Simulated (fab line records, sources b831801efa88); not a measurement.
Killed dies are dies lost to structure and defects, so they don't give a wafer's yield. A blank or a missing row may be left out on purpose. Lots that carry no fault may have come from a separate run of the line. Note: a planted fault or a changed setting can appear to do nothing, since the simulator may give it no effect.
Which tool was responsible?	flow gf180mcu	18 wafers from 6 lots sampled at 3 of the route's 602 steps

== WHAT THE GAUGES READ, wafer by wafer ==
GF_V3_THK_MEAS_01.
lot	measured	on	V3_CVD_00_THK (nm)
L411	day 21 23:55	filmMetro-04	604 602 607
L416	day 23 20:23	filmMetro-02	592 293 599
L420	day 25 08:43	filmMetro-03	610 607 613
L428	day 28 01:58	filmMetro-03	601 602 610
L430	day 28 08:18	filmMetro-02	608 606 609
L432	day 28 21:25	filmMetro-02	603 598 594

== WHICH TOOL RAN EACH LOT (tool, then ch and the chambers of the sampled wafers, then the start) ==
lot	GF_V2_SPUTTER_22	GF_V3_CVD_00
L411	pvdSputter-02, day 20 22:37	hdpcvd-02 ch 0,1, day 21 23:50
L416	pvdSputter-02, day 22 19:17	hdpcvd-02 ch 0,1,2, day 23 20:18
L420	pvdSputter-03, day 24 08:51	hdpcvd-01 ch 0,1, day 25 08:37
L428	pvdSputter-02, day 27 03:49	hdpcvd-02 ch 0,2, day 28 01:53
L430	pvdSputter-01, day 27 10:34	hdpcvd-01 ch 0,1, day 28 08:13
L432	pvdSputter-03, day 27 23:00	hdpcvd-01 ch 0,2, day 28 21:20
- GF_V2_SPUTTER_22: material TiN, target thk 10 nm, time 40 s.
- GF_V3_CVD_00: deposits SiO2, target thk 600 nm, time 100 s.

== THE ANSWER, worked out from the rows above alone ==
Rule: the lots themselves supply what counts as usual. The widest of any qualifying gaps counts: lots, ordered by their means at a reading, are off when they make up no more than a third of the lots, leave a main group of 4 or more, and stand apart from it by 3 or more times the standard deviation of that group's means. If all means in a main group match to the digits the tables above print for the reading, that group is not used. Also off: a lot with no number at a reading for which 4 or more lots have one. Where the step has rows for the other lots, those lots are counted as sound.
Off: at GF_V3_THK_MEAS_01 (V3_CVD_00_THK), L416. The main group: mean 605 nm, standard deviation 3.9.
A tool fits if, at a process step before that reading, it ran every lot that is off, and no sound lot after the first of them. Gauges at GF_V3_THK_MEAS_01: tried the same way as those tools. None of those tried fits.

== WHAT THE SIMULATOR PUT IN ==
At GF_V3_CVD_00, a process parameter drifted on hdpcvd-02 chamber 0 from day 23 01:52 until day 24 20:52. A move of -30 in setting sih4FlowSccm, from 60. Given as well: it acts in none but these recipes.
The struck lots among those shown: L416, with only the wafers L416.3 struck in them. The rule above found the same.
